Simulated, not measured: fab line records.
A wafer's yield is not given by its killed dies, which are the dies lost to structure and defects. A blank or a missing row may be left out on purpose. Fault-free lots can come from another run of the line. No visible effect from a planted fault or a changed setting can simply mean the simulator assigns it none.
Which tool is to blame?    flow gf180mcu    24 lots, 72 wafers sampled, at 6 steps of a route of 602

WHAT THE GAUGES READ, wafer by wafer
GF_NSD_TW_MEAS_12.
lot   measured      on             NSD_TW
L074  day 13 05:03  film_metro-01  4196 4209 4191
L075  day 13 23:17  film_metro-03  4192 4196 4188
L076  day 14 02:57  film_metro-04  4204 4220 4235
L077  day 14 05:50  film_metro-04  4206 4226 4221
L078  day 14 21:38  film_metro-01  4205 4205 4225
L080  day 15 10:28  film_metro-04  4225 4213 4221
L079  day 15 12:34  film_metro-04  4219 4200 4210
L081  day 15 19:53  film_metro-04  4210 4223 4235
L082  day 16 03:11  film_metro-03  4214 4190 4206
L083  day 16 14:28  film_metro-03  4218 4203 4202
L084  day 16 20:10  film_metro-04  4201 4214 4221
L085  day 17 05:07  film_metro-04  4247 4261 4255
L086  day 17 13:46  film_metro-03  4213 4212 4194
L087  day 17 20:56  film_metro-04  4253 4251 4258
L088  day 18 04:17  film_metro-03  4207 4228 4199
L089  day 18 10:46  film_metro-03  4203 4195 4201
L090  day 18 18:58  film_metro-04  4231 4219 4256
L091  day 19 03:53  film_metro-04  4249 4241 4247
L092  day 19 16:16  film_metro-03  4180 4190 4154
L093  day 19 21:07  film_metro-01  4187 4209 4165
L094  day 20 03:56  film_metro-01  4246 4239 4238
L095  day 20 13:26  film_metro-01  4247 4247 4231
L096  day 20 21:31  film_metro-04  4252 4203 4256
L097  day 21 05:52  film_metro-01  4224 4234 4235

GF_M2_OVL_MEAS_15.
lot   measured      on          M2_OVL (nm)
L074  day 19 00:43  overlay-02  12 8 10
L075  day 19 22:20  overlay-01  -5 3 1
L076  day 20 02:01  overlay-02  2 7 -1
L077  day 20 04:49  overlay-02  9 5 5
L078  day 21 01:00  overlay-01  -9 -3 7
L080  day 21 13:26  overlay-02  11 13 14
L079  day 21 16:26  overlay-02  11 5 8
L081  day 22 00:15  overlay-01  3 6 2
L082  day 22 09:26  overlay-02  15 13 10
L083  day 22 20:58  overlay-02  2 5 0
L084  day 23 02:17  overlay-02  6 4 4
L085  day 23 11:46  overlay-02  0 11 5
L086  day 23 19:54  overlay-02  -1 7 4
L087  day 24 02:06  overlay-02  -1 0 0
L088  day 24 09:12  overlay-01  7 18 10
L089  day 24 13:52  overlay-02  4 -5 4
L090  day 24 23:22  overlay-02  9 2 15
L091  day 25 06:36  overlay-02  8 8 5
L092  day 25 17:29  overlay-01  3 4 9
L093  day 25 21:52  overlay-02  8 2 -2
L094  day 26 03:49  overlay-02  6 4 4
L095  day 26 11:25  overlay-02  6 1 -2
L096  day 26 17:37  overlay-01  -4 6 -4
L097  day 27 01:28  overlay-02  10 4 1

GF_M3_RS_MEAS_05: uses a four-point probe to measure.
lot   measured      on             M3_ALCU_RS (ohm/sq)
L074  day 20 03:49  film_metro-04  0.0693 0.0683 0.0688
L075  day 21 01:49  film_metro-03  0.0694 0.0681 0.0708
L076  day 21 05:19  film_metro-04  0.0696 0.0695 0.0683
L077  day 21 08:19  film_metro-03  0.0702 0.0700 0.0696
L078  day 22 04:27  film_metro-03  0.0700 0.0690 0.0691
L080  day 22 15:47  film_metro-03  0.0719 0.0696 0.0692
L079  day 22 19:14  film_metro-04  0.0686 0.0704 0.0688
L081  day 23 02:59  film_metro-03  0.0698 0.0685 0.0694
L082  day 23 11:56  film_metro-04  0.0700 0.0689 0.0690
L083  day 23 23:26  film_metro-03  0.0713 0.0698 0.0694
L084  day 24 03:39  film_metro-03  0.0691 0.0713 0.0690
L085  day 24 12:49  film_metro-04  0.0680 0.0697 0.0681
L086  day 24 21:01  film_metro-01  0.0700 0.0680 0.0696
L087  day 25 02:53  film_metro-04  0.0714 0.0701 0.0708
L088  day 25 10:23  film_metro-03  0.0700 0.0704 0.0709
L089  day 25 14:46  film_metro-01  0.0680 0.0685 0.0707
L090  day 25 23:55  film_metro-04  0.0678 0.0694 0.0683
L091  day 26 07:22  film_metro-04  0.0689 0.0691 0.0703
L092  day 26 17:41  film_metro-04  0.0712 0.0692 0.0698
L093  day 26 22:25  film_metro-04  0.0695 0.0685 0.0678
L094  day 27 03:52  film_metro-01  0.0686 0.0706 0.0682
L095  day 27 11:26  film_metro-04  0.0681 0.0698 0.0692
L096  day 27 18:10  film_metro-03  0.0697 0.0709 0.0710
L097  day 28 00:35  film_metro-03  0.0690 0.0696 0.0690

GF_V4_RS_MEAS_24: uses a four-point probe to measure.
lot   measured      on             V4_W_RS (ohm/sq)
L074  day 24 06:46  film_metro-04  0.326 0.332 0.323
L075  day 25 04:02  film_metro-02  0.323 0.330 0.333
L076  day 25 06:17  film_metro-04  0.328 0.325 0.328
L077  day 25 08:49  film_metro-04  0.321 0.323 0.323
L078  day 26 03:36  film_metro-02  0.329 0.334 0.338
L080  day 26 13:39  film_metro-01  0.324 0.325 0.326
L079  day 26 16:59  film_metro-01  0.334 0.329 0.329
L081  day 26 22:40  film_metro-04  0.335 0.329 0.333
L082  day 27 07:17  film_metro-04  0.330 0.326 0.330
L083  day 27 17:47  film_metro-02  0.328 0.336 0.323
L084  day 27 21:35  film_metro-01  0.327 0.328 0.327
L085  day 28 05:29  film_metro-02  0.332 0.324 0.327
L086  day 28 12:47  film_metro-01  0.329 0.326 0.330
L087  day 28 18:05  film_metro-02  0.331 0.325 0.329
L088  day 29 00:40  film_metro-04  0.326 0.331 0.333
L089  day 29 04:57  film_metro-01  0.330 0.328 0.322
L090  day 29 14:06  film_metro-01  0.328 0.325 0.330
L091  day 29 20:44  film_metro-02  0.330 0.332 0.330
L092  day 30 04:40  film_metro-04  0.331 0.327 0.330
L093  day 30 09:34  film_metro-01  0.331 0.338 0.331
L094  day 30 15:32  film_metro-04  0.324 0.327 0.321
L095  day 30 21:34  film_metro-01  0.321 0.328 0.328
L096  day 31 02:55  film_metro-02  0.322 0.326 0.327
L097  day 31 08:55  film_metro-04  0.320 0.322 0.327

EACH LOT AND THE TOOL THAT RAN IT (in order: tool; ch and the chambers of the sampled wafers; start)
lot   GF_V2_CVD_02                     GF_V4_ETCH_17
L074  pecvd-03 ch 0,1, day 19 01:33    rie_diel-02 ch 2,3, day 24 06:46 or earlier
L075  pecvd-03 ch 0,2, day 19 23:13    rie_diel-03 ch 0,1,3, day 25 04:02 or earlier
L076  pecvd-03 ch 0,1, day 20 02:58    rie_diel-03 ch 0,1,3, day 25 06:17 or earlier
L077  pecvd-02 ch 0,1, day 20 05:46    rie_diel-04 ch 0,1,2, day 25 08:49 or earlier
L078  pecvd-01 ch 0,2, day 21 01:50    rie_diel-02 ch 0,1,2, day 26 03:36 or earlier
L080  pecvd-01 ch 0,1,2, day 21 14:16  rie_diel-04 ch 0,1,2, day 26 13:39 or earlier
L079  pecvd-03 ch 0,1,2, day 21 17:16  rie_diel-04 ch 1,2,3, day 26 16:59 or earlier
L081  pecvd-03 ch 0,1,2, day 22 01:05  rie_diel-04 ch 0,2,3, day 26 22:40 or earlier
L082  pecvd-02 ch 0,2, day 22 10:17    rie_diel-02 ch 0,2, day 27 07:17 or earlier
L083  pecvd-03 ch 0,1,2, day 22 21:47  rie_diel-04 ch 0,2,3, day 27 17:47 or earlier
L084  pecvd-02 ch 0,1, day 23 03:07    rie_diel-02 ch 0,1,2, day 27 21:35 or earlier
L085  pecvd-02 ch 0,2, day 23 12:37    rie_diel-03 ch 1,2,3, day 28 05:29 or earlier
L086  pecvd-02 ch 0,1, day 23 20:52    rie_diel-04 ch 1,3, day 28 12:47 or earlier
L087  pecvd-02 ch 0,1,2, day 24 03:04  rie_diel-02 ch 0,2,3, day 28 18:05 or earlier
L088  pecvd-03 ch 0,1,2, day 24 10:10  rie_diel-04 ch 0,2,3, day 29 00:40 or earlier
L089  pecvd-02 ch 0,2, day 24 14:43    rie_diel-04 ch 0,1,3, day 29 04:57 or earlier
L090  pecvd-01 ch 0,1,2, day 25 00:13  rie_diel-02 ch 1,2,3, day 29 14:06 or earlier
L091  pecvd-03 ch 0,1, day 25 07:34    rie_diel-04 ch 0,1,2, day 29 20:44 or earlier
L092  pecvd-03 ch 0,2, day 25 18:19    rie_diel-03 ch 0,2,3, day 30 04:40 or earlier
L093  pecvd-02 ch 0,1, day 25 22:51    rie_diel-03 ch 1,2, day 30 09:34 or earlier
L094  pecvd-02 ch 0,1,2, day 26 04:41  rie_diel-02 ch 2,3, day 30 15:32 or earlier
L095  pecvd-03 ch 0,1,2, day 26 12:18  rie_diel-03 ch 0,1, day 30 21:34 or earlier
L096  pecvd-01 ch 0,1,2, day 26 18:28  rie_diel-04 ch 0,1,3, day 31 02:55 or earlier
L097  pecvd-03 ch 0,1,2, day 27 02:17  rie_diel-04 ch 0,2, day 31 08:55 or earlier
- GF_V2_CVD_02: deposits SiO2 from TEOS, target thk 850 nm, time 94.851 s.
- GF_V4_ETCH_17: etches SiO2 in C4F8/O2/Ar, stops on TiN, target depth 630 nm.

WHAT THE TOOLS THEMSELVES READ (means of the sampled wafers that have a number; where no wafer has one, the mark that the record gives instead)
GF_V2_CVD_02.
lot   tool      heater_power_w (W)
L074  pecvd-03  636
L075  pecvd-03  652
L076  pecvd-03  656
L077  pecvd-02  703
L078  pecvd-01  759
L080  pecvd-01  670
L079  pecvd-03  677
L081  pecvd-03  686
L082  pecvd-02  721
L083  pecvd-03  656
L084  pecvd-02  739
L085  pecvd-02  684
L086  pecvd-02  729
L087  pecvd-02  711
L088  pecvd-03  644
L089  pecvd-02  696
L090  pecvd-01  738
L091  pecvd-03  607
L092  pecvd-03  641
L093  pecvd-02  684
L094  pecvd-02  686
L095  pecvd-03  684
L096  pecvd-01  748
L097  pecvd-03  674

GF_V4_ETCH_17.
lot   tool         oes_product_au (a.u.)
L074  rie_diel-02  0.855
L075  rie_diel-03  0.861
L076  rie_diel-03  0.857
L077  rie_diel-04  0.857
L078  rie_diel-02  0.856
L080  rie_diel-04  0.854
L079  rie_diel-04  0.857
L081  rie_diel-04  0.857
L082  rie_diel-02  0.848
L083  rie_diel-04  0.857
L084  rie_diel-02  0.860
L085  rie_diel-03  0.854
L086  rie_diel-04  0.860
L087  rie_diel-02  0.854
L088  rie_diel-04  0.855
L089  rie_diel-04  0.854
L090  rie_diel-02  0.858
L091  rie_diel-04  0.857
L092  rie_diel-03  0.860
L093  rie_diel-03  0.855
L094  rie_diel-02  0.854
L095  rie_diel-03  0.855
L096  rie_diel-04  0.856
L097  rie_diel-04  0.856

THE ANSWER, worked out from the rows above alone
Rule: the usual values come from the lots themselves. The widest of any qualifying gaps counts: lots, ordered by their means at a reading, are off when they make up no more than a third of the lots, leave a main group of 4 or more, and stand apart from it by 3 or more times the standard deviation of that group's means. A main group is skipped when, at the precision printed for the reading in the tables above, its means are all equal. A lot without any number at a reading at which 4 lots or more have one is off too. Where the step has rows for the other lots, those lots are counted as sound. The gauges are gone through in route order, then the tools' own readings, and for those a lot's mean is taken as printed above. The first step at which some lot is off is used, and at that step the reading that is off furthest; a lot without a number counts as furthest.
No lot is off at any reading shown: from this, nothing can be told.

WHAT THE SIMULATOR PUT IN
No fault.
